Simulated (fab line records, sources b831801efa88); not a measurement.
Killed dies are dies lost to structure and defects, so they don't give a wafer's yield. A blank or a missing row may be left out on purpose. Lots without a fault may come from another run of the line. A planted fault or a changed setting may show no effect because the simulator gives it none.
Which tool did it? | flow gf180mcu | 12 lots, 36 wafers sampled, at 6 steps of a route of 602

WHAT THE GAUGES READ, wafer by wafer
GF_NWELL_OVL_MEAS_07. Usual: NWELL_OVL 0.2 nm, standard deviation 1.3.
lot  | measured    | on         | NWELL_OVL (nm) | flag
L494 | day 3 12:46 | overlay-02 | 0.9 1.1 -0.2   |
L495 | day 3 17:30 | overlay-01 | 0.3 1.9 1.4    |
L496 | day 3 21:10 | overlay-01 | 0.6 -1.3 -1.8  |
L497 | day 4 08:43 | overlay-02 | -0.7 0.4 -1.8  |
L498 | day 4 09:04 | overlay-01 | 2.3 0.4 2.0    |
L499 | day 4 11:37 | overlay-01 | 0.4 -2.5 -0.1  |
L500 | day 4 16:42 | overlay-01 | 1.8 -0.1 1.9   |
L502 | day 5 04:53 | overlay-01 | 2.0 0.1 1.1    |
L506 | day 6 01:07 | overlay-01 | 0.7 -0.1 0.3   |
L509 | day 6 16:52 | overlay-01 | 0.1 -0.8 -1.1  |
L510 | day 6 22:00 | overlay-01 | 1.0 2.6 1.9    |
L512 | day 7 11:13 | overlay-02 | -0.6 -0.4 1.0  |

GF_LVPWELL_TW_MEAS_11. Usual: LVPWELL_TW 558, standard deviation 3.
lot  | measured    | on            | LVPWELL_TW  | flag
L494 | day 4 02:41 | film_metro-01 | 560 554 554 |
L495 | day 4 07:23 | film_metro-04 | 561 559 563 |
L496 | day 4 11:05 | film_metro-01 | 557 555 556 |
L497 | day 4 23:19 | film_metro-01 | 554 556 554 |
L498 | day 4 23:40 | film_metro-04 | 560 561 563 |
L499 | day 5 02:06 | film_metro-01 | 551 554 555 |
L500 | day 5 08:24 | film_metro-01 | 555 556 555 |
L502 | day 5 20:09 | film_metro-01 | 556 555 556 |
L506 | day 6 16:44 | film_metro-03 | 561 563 558 |
L509 | day 7 09:11 | film_metro-03 | 534 535 538 | OFF
L510 | day 7 14:38 | film_metro-04 | 534 537 532 | OFF
L512 | day 8 03:54 | film_metro-04 | 556 560 560 |

GF_VT_IMPLANT_RS_MEAS_48: measures by four-point-probe. Usual: LVPWELL_RS 1195.6 ohm/sq, standard deviation 3.
lot  | measured     | on            | LVPWELL_RS (ohm/sq)  | flag
L494 | day 7 21:00  | film_metro-04 | 1200.0 1201.0 1201.7 |
L495 | day 8 01:30  | film_metro-03 | 1198.4 1195.5 1193.7 |
L496 | day 8 05:12  | film_metro-03 | 1198.5 1197.6 1201.8 |
L497 | day 8 20:25  | film_metro-03 | 1198.1 1195.2 1199.6 |
L498 | day 8 20:43  | film_metro-01 | 1193.7 1194.4 1192.3 |
L499 | day 9 01:44  | film_metro-04 | 1195.9 1196.9 1195.0 |
L500 | day 9 07:05  | film_metro-01 | 1199.2 1193.4 1195.8 |
L502 | day 9 20:59  | film_metro-04 | 1194.9 1190.9 1191.3 |
L506 | day 10 22:59 | film_metro-01 | 1192.6 1190.0 1192.4 |
L509 | day 11 18:11 | film_metro-04 | 1318.9 1313.8 1317.1 | OFF
L510 | day 12 02:20 | film_metro-03 | 1311.3 1316.5 1312.2 | OFF
L512 | day 12 16:54 | film_metro-03 | 1193.6 1195.7 1194.1 |

WHICH TOOL RAN EACH LOT (tool, then ch and the chambers of the sampled wafers, then the start)
lot  | GF_STI_ETCH_14                  | GF_STI_STRIP_15                     | GF_LVPWELL_IMPLANT_08
L494 | rie_si-02 ch 0,2, day 2 01:38   | plasma_asher-01 ch 0,1, day 2 01:43 | implanter-01 ch 0, day 4 02:19
L495 | rie_si-01 ch 1,2,3, day 2 05:45 | plasma_asher-04 ch 0,1, day 2 05:49 | implanter-03 ch 0, day 4 06:59
L496 | rie_si-01 ch 0,1,2, day 2 15:27 | plasma_asher-01 ch 0,1, day 2 15:31 | implanter-03 ch 0, day 4 10:41
L497 | rie_si-02 ch 2,3, day 3 01:21   | plasma_asher-01 ch 1, day 3 01:25   | implanter-03 ch 0, day 4 22:56
L498 | rie_si-01 ch 0,1,2, day 3 01:42 | plasma_asher-04 ch 0,1, day 3 01:46 | implanter-04 ch 0, day 4 23:17
L499 | rie_si-02 ch 2,3, day 3 04:35   | plasma_asher-01 ch 0,1, day 3 04:42 | implanter-03 ch 0, day 5 01:44
L500 | rie_si-01 ch 0,1, day 3 07:44   | plasma_asher-01 ch 0,1, day 3 07:49 | implanter-04 ch 0, day 5 08:00
L502 | rie_si-02 ch 0,2,3, day 3 20:32 | plasma_asher-02 ch 0,1, day 3 20:39 | implanter-04 ch 0, day 5 19:47
L506 | rie_si-01 ch 2,3, day 4 15:44   | plasma_asher-02 ch 0,1, day 4 15:49 | implanter-04 ch 0, day 6 16:20
L509 | rie_si-01 ch 0,2,3, day 5 07:06 | plasma_asher-02 ch 0,1, day 5 07:10 | implanter-04 ch 0, day 7 08:47
L510 | rie_si-02 ch 0,2,3, day 5 11:26 | plasma_asher-02 ch 0,1, day 5 11:31 | implanter-04 ch 0, day 7 14:16
L512 | rie_si-01 ch 2,3, day 5 22:06   | plasma_asher-01 ch 0, day 5 22:10   | implanter-01 ch 0, day 8 03:30
- GF_STI_ETCH_14: etches Si in HBr/Cl2/O2, target depth 360 nm, time 102.9 s.
- GF_STI_STRIP_15: strips in O2/N2.
- GF_LVPWELL_IMPLANT_08

WHAT THE TOOLS THEMSELVES READ (means of the sampled wafers that have a number; where no wafer has one, the mark that the record gives instead)
GF_STI_ETCH_14. Usual: drypump_motor_current_A 6.08 A, standard deviation 0.25; oes_product_au 1.000 a.u., standard deviation 0.0097; throttle_valve_pct 25.656 %, standard deviation 0.011.
lot  | tool      | drypump_motor_current_A (A) | oes_product_au (a.u.) | throttle_valve_pct (%) | flag
L494 | rie_si-02 | 5.61                        | 0.995                 | 25.649                 |
L495 | rie_si-01 | 6.26                        | 0.995                 | 25.662                 |
L496 | rie_si-01 | 6.20                        | 0.990                 | 25.661                 |
L497 | rie_si-02 | 5.90                        | 0.993                 | 25.660                 |
L498 | rie_si-01 | 6.18                        | 1.008                 | 25.656                 |
L499 | rie_si-02 | 5.89                        | 1.001                 | 25.657                 |
L500 | rie_si-01 | 6.09                        | 1.011                 | 25.655                 |
L502 | rie_si-02 | 5.82                        | 0.997                 | 25.657                 |
L506 | rie_si-01 | 6.37                        | 0.991                 | 25.669                 |
L509 | rie_si-01 | 6.28                        | 0.996                 | 25.651                 |
L510 | rie_si-02 | 5.81                        | 0.997                 | 25.658                 |
L512 | rie_si-01 | 6.35                        | 0.994                 | 25.665                 |

GF_STI_STRIP_15. Usual: drypump_motor_current_A 5.4 A, standard deviation 0.49; heater_power_w 352 W, standard deviation 25; oes_product_au 0.383 a.u., standard deviation 0.0048; strip_time_to_endpoint_s 3.72 s, standard deviation 0.044.
lot  | tool            | drypump_motor_current_A (A) | heater_power_w (W) | oes_product_au (a.u.) | strip_time_to_endpoint_s (s) | flag
L494 | plasma_asher-01 | 5.3                         | 340                | 0.384                 | 3.74                         |
L495 | plasma_asher-04 | 5.7                         | 369                | 0.389                 | 3.77                         |
L496 | plasma_asher-01 | 5.5                         | 358                | 0.390                 | 3.81                         |
L497 | plasma_asher-01 | 5.6                         | 368                | 0.383                 | 3.73                         |
L498 | plasma_asher-04 | 5.4                         | 366                | 0.383                 | 3.73                         |
L499 | plasma_asher-01 | 5.5                         | 353                | 0.382                 | 3.71                         |
L500 | plasma_asher-01 | 5.4                         | 350                | 0.380                 | 3.69                         |
L502 | plasma_asher-02 | 5.7                         | 348                | 0.384                 | 3.70                         |
L506 | plasma_asher-02 | 5.7                         | 344                | 0.390                 | 3.79                         |
L509 | plasma_asher-02 | 5.2                         | 363                | 0.385                 | 3.71                         |
L510 | plasma_asher-02 | 5.2                         | 359                | 0.386                 | 3.74                         |
L512 | plasma_asher-01 | 5.2                         | 321                | 0.385                 | 3.71                         |

GF_LVPWELL_IMPLANT_08. Usual: dose_ions_cm2 1.5004e+13, standard deviation 1.6e+10; faraday_current_uA 84.6, standard deviation 1.6.
lot  | tool         | dose_ions_cm2 | faraday_current_uA | flag
L494 | implanter-01 | 1.5010e+13    | 85.2               |
L495 | implanter-03 | 1.5006e+13    | 84.9               |
L496 | implanter-03 | 1.5021e+13    | 85.1               |
L497 | implanter-03 | 1.4983e+13    | 84.7               |
L498 | implanter-04 | 1.4999e+13    | 85.1               |
L499 | implanter-03 | 1.5002e+13    | 83.9               |
L500 | implanter-04 | 1.5003e+13    | 84.2               |
L502 | implanter-04 | 1.5006e+13    | 84.9               |
L506 | implanter-04 | 1.5007e+13    | 86.0               |
L509 | implanter-04 | 1.2296e+13    | 67.9               | OFF
L510 | implanter-04 | 1.2276e+13    | 69.0               | OFF
L512 | implanter-01 | 1.5019e+13    | 85.5               |

THE ANSWER, worked out from the rows above alone
Rule: a lot is off if the mean of its wafers that have a number lies more than 3 standard deviations from the usual mean. A lot without any number at a reading at which 4 lots or more have one is off too. The other lots that the step has rows for count as sound. The gauges are gone through in route order, then the tools' own readings, and for those a lot's mean is taken as printed above. The first step at which some lot is off is used, and at that step the reading that is off furthest; a lot without a number counts as furthest.
Off: L509, L510, at GF_LVPWELL_TW_MEAS_11 (LVPWELL_TW).
A tool fits if, at a process step before that reading, it ran every lot that is off, and no sound lot after the first of them. The gauges at GF_LVPWELL_TW_MEAS_11 aren't tried: what is off there is off at GF_LVPWELL_IMPLANT_08 too, on other tools, and a gauge's error can't cause that. Can't be told from this: 2 tools fit, plasma_asher-02 at GF_STI_STRIP_15, implanter-04 at GF_LVPWELL_IMPLANT_08.

WHAT THE SIMULATOR HAD PUT IN
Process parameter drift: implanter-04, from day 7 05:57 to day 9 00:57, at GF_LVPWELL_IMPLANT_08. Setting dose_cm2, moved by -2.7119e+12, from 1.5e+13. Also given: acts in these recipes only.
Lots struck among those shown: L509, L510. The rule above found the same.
